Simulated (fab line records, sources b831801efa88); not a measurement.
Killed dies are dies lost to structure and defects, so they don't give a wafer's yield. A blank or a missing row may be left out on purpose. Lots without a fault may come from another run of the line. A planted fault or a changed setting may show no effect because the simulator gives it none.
Which tool did it? | flow sfq_line | 14 lots, 42 wafers sampled, at 5 steps of a route of 325

WHAT THE GAUGES READ, wafer by wafer
SFQ_M3_RS_MEAS_919: measures by four-point-probe. Usual: M3_NB_RS 0.896 ohm/sq, standard deviation 0.0092.
lot  | measured     | on            | M3_NB_RS (ohm/sq) | flag
L161 | day 36 11:33 | film_metro-01 | 0.903 0.898 0.884 |
L162 | day 39 02:10 | film_metro-02 | 0.893 0.895 0.900 |
L164 | day 39 06:59 | film_metro-02 | 0.897 0.904 0.892 |
L166 | day 39 21:22 | film_metro-03 | 0.890 0.896 0.893 |
L167 | day 40 00:57 | film_metro-02 | 0.897 0.904 0.905 |
L173 | day 41 19:27 | film_metro-02 | 0.624 0.906 0.905 | OFF
L174 | day 42 03:47 | film_metro-01 | 0.915 0.911 0.623 | OFF
L178 | day 43 08:43 | film_metro-01 | 0.881 0.885 0.880 |
L179 | day 49 10:11 | film_metro-01 | 0.892 0.903 0.900 |
L180 | day 49 19:14 | film_metro-02 | 0.904 0.901 0.892 |
L181 | day 49 23:23 | film_metro-02 | 0.888 0.883 0.901 |
L182 | day 50 07:49 | film_metro-01 | 0.896 0.906 0.900 |
L183 | day 50 08:59 | film_metro-03 | 0.881 0.892 0.878 |
L184 | day 50 13:47 | film_metro-01 | 0.881 0.882 0.895 |

SFQ_I3_OVL_MEAS_923. Usual: I3_OVL -1 nm, standard deviation 4.8.
lot  | measured     | on         | I3_OVL (nm) | flag
L161 | day 43 01:38 | overlay-02 | -2 6 2      |
L162 | day 45 13:38 | overlay-02 | 5 1 2       |
L164 | day 45 18:26 | overlay-02 | -3 4 2      |
L166 | day 50 09:07 | overlay-01 | -1 -5 -10   |
L167 | day 50 11:31 | overlay-01 | -6 -10 -8   |
L173 | day 51 07:55 | overlay-02 | -11 -7 -13  |
L174 | day 51 09:07 | overlay-02 | 4 6 7       |
L178 | day 52 00:43 | overlay-01 | -1 -1 1     |
L179 | day 57 04:50 | overlay-02 | 0 1 1       |
L180 | day 58 10:50 | overlay-01 | -3 -2 1     |
L181 | day 58 20:26 | overlay-02 | -10 -8 -7   |
L182 | day 59 07:14 | overlay-01 | 4 1 8       |
L183 | day 59 09:38 | overlay-01 | -3 -4 -4    |
L184 | day 59 15:38 | overlay-01 | -4 -2 -3    |

WHICH TOOL RAN EACH LOT (tool, then ch and the chambers of the sampled wafers, then the start)
lot  | SFQ_TRILAYER_I1_DEP_PECVD_045   | SFQ_TRILAYER_M3_DEP_SPUTTER_073 | SFQ_TRILAYER_M3_ETCH_METAL_ETCH_078
L161 | pecvd-03 ch 0,2, day 23 22:46   | pvd_sputter-05, day 36 11:27    | rie_metal-04 ch 1, day 36 14:08
L162 | pecvd-04 ch 0,2, day 24 07:45   | pvd_sputter-03, day 39 02:05    | rie_metal-03 ch 0,1, day 39 04:42
L164 | pecvd-03 ch 1,2, day 25 12:58   | pvd_sputter-03, day 39 06:52    | rie_metal-04 ch 0,1, day 39 09:31
L166 | pecvd-03 ch 1,2, day 26 09:22   | pvd_sputter-04, day 39 21:16    | rie_metal-04 ch 0, day 46 00:38
L167 | pecvd-04 ch 1,2, day 26 15:22   | pvd_sputter-05, day 40 00:52    | rie_metal-04 ch 0,1, day 46 05:26
L173 | pecvd-02 ch 0,1, day 28 17:56   | pvd_sputter-05, day 41 19:18    | rie_metal-03 ch 0,1, day 47 22:50
L174 | pecvd-04 ch 0,1,2, day 29 06:21 | pvd_sputter-05, day 42 03:42    | rie_metal-01 ch 0,1, day 48 00:00
L178 | pecvd-02 ch 0,1, day 30 08:45   | pvd_sputter-04, day 43 08:38    | rie_metal-04 ch 0,1, day 48 16:21
L179 | pecvd-03 ch 0,1, day 31 07:41   | pvd_sputter-05, day 49 10:04    | rie_metal-04 ch 0,1, day 52 03:12
L180 | pecvd-03 ch 0,2, day 31 17:17   | pvd_sputter-04, day 49 19:06    | rie_metal-03 ch 0,1, day 52 22:22
L181 | pecvd-03 ch 0,1,2, day 31 23:17 | pvd_sputter-05, day 49 23:18    | rie_metal-04 ch 0, day 53 03:11
L182 | pecvd-02 ch 1,2, day 32 12:29   | pvd_sputter-03, day 50 07:42    | rie_metal-01 ch 0, day 53 09:13
L183 | pecvd-04 ch 0,2, day 33 04:05   | pvd_sputter-04, day 50 08:54    | rie_metal-04 ch 0,1, day 53 10:19
L184 | pecvd-02 ch 0,1,2, day 33 12:29 | pvd_sputter-03, day 50 13:42    | rie_metal-04 ch 0,1, day 53 15:07
- SFQ_TRILAYER_I1_DEP_PECVD_045: deposits SiO2 from SiH4/N2O, time 111.11 s, target thk 500 nm.
- SFQ_TRILAYER_M3_DEP_SPUTTER_073: material Nb, target thk 200 nm, time 133.3 s.
- SFQ_TRILAYER_M3_ETCH_METAL_ETCH_078: etches Nb in Cl2/Ar, stops on SiO2, target depth 240 nm, time 120 s.

WHAT THE TOOLS THEMSELVES READ (means of the sampled wafers that have a number; where no wafer has one, the mark that the record gives instead)
SFQ_TRILAYER_I1_DEP_PECVD_045. Usual: heater_power_w 80 W, standard deviation 13; throttle_valve_pct 24.5 %, standard deviation 1.4.
lot  | tool     | heater_power_w (W) | throttle_valve_pct (%) | flag
L161 | pecvd-03 | 77                 | 30.1                   | OFF
L162 | pecvd-04 | 82                 | 25.2                   |
L164 | pecvd-03 | 68                 | 23.8                   |
L166 | pecvd-03 | 70                 | 23.3                   |
L167 | pecvd-04 | 99                 | 24.9                   |
L173 | pecvd-02 | 63                 | 24.7                   |
L174 | pecvd-04 | 84                 | 25.1                   |
L178 | pecvd-02 | 62                 | 24.9                   |
L179 | pecvd-03 | 82                 | 23.5                   |
L180 | pecvd-03 | 77                 | 23.8                   |
L181 | pecvd-03 | 81                 | 23.6                   |
L182 | pecvd-02 | 63                 | 25.1                   |
L183 | pecvd-04 | 76                 | 25.7                   |
L184 | pecvd-02 | 68                 | 24.4                   |

SFQ_TRILAYER_M3_DEP_SPUTTER_073. Usual: base_pressure_pa 1.33e-06 Pa, standard deviation 9e-08; throttle_valve_pct 29.5 %, standard deviation 0.84.
lot  | tool           | base_pressure_pa (Pa) | throttle_valve_pct (%) | flag
L161 | pvd_sputter-05 | 1.37e-06              | 29.2                   |
L162 | pvd_sputter-03 | 1.37e-06              | 29.3                   |
L164 | pvd_sputter-03 | 1.35e-06              | 29.5                   |
L166 | pvd_sputter-04 | 1.33e-06              | 28.6                   |
L167 | pvd_sputter-05 | 1.35e-06              | 29.9                   |
L173 | pvd_sputter-05 | 1.35e-06              | 29.7                   |
L174 | pvd_sputter-05 | 1.35e-06              | 29.4                   |
L178 | pvd_sputter-04 | 1.27e-06              | 29.8                   |
L179 | pvd_sputter-05 | 1.44e-06              | 28.6                   |
L180 | pvd_sputter-04 | 1.37e-06              | 29.8                   |
L181 | pvd_sputter-05 | 1.29e-06              | 29.4                   |
L182 | pvd_sputter-03 | 1.31e-06              | 29.6                   |
L183 | pvd_sputter-04 | 1.27e-06              | 29.2                   |
L184 | pvd_sputter-03 | 1.25e-06              | 29.5                   |

SFQ_TRILAYER_M3_ETCH_METAL_ETCH_078. Usual: drypump_motor_current_A 5.90 A, standard deviation 0.25; oes_product_au 0.891 a.u., standard deviation 0.0072.
lot  | tool         | drypump_motor_current_A (A) | oes_product_au (a.u.) | flag
L161 | rie_metal-04 | 5.94                        | 0.889                 |
L162 | rie_metal-03 | 6.31                        | 0.889                 |
L164 | rie_metal-04 | 5.82                        | 0.894                 |
L166 | rie_metal-04 | 5.78                        | 0.893                 |
L167 | rie_metal-04 | 5.85                        | 0.887                 |
L173 | rie_metal-03 | 6.17                        | 0.917                 | OFF
L174 | rie_metal-01 | 5.61                        | 0.923                 | OFF
L178 | rie_metal-04 | 5.87                        | 0.896                 |
L179 | rie_metal-04 | 5.88                        | 0.890                 |
L180 | rie_metal-03 | 6.33                        | 0.890                 |
L181 | rie_metal-04 | 5.78                        | 0.891                 |
L182 | rie_metal-01 | 5.58                        | 0.890                 |
L183 | rie_metal-04 | 5.87                        | 0.898                 |
L184 | rie_metal-04 | 5.87                        | 0.897                 |

THE ANSWER, worked out from the rows above alone
Rule: a lot is off if the mean of its wafers that have a number lies more than 3 standard deviations from the usual mean. A lot without any number at a reading at which 4 lots or more have one is off too. The other lots that the step has rows for count as sound. The gauges are gone through in route order, then the tools' own readings, and for those a lot's mean is taken as printed above. The first step at which some lot is off is used, and at that step the reading that is off furthest; a lot without a number counts as furthest.
Off: L173, L174, at SFQ_M3_RS_MEAS_919 (M3_NB_RS).
A tool fits if, at a process step before that reading, it ran every lot that is off, and no sound lot after the first of them. The gauges at SFQ_M3_RS_MEAS_919 aren't tried: what is off there is off at SFQ_TRILAYER_M3_ETCH_METAL_ETCH_078 too, on other tools, and a gauge's error can't cause that. None of those tried fits.

WHAT THE SIMULATOR HAD PUT IN
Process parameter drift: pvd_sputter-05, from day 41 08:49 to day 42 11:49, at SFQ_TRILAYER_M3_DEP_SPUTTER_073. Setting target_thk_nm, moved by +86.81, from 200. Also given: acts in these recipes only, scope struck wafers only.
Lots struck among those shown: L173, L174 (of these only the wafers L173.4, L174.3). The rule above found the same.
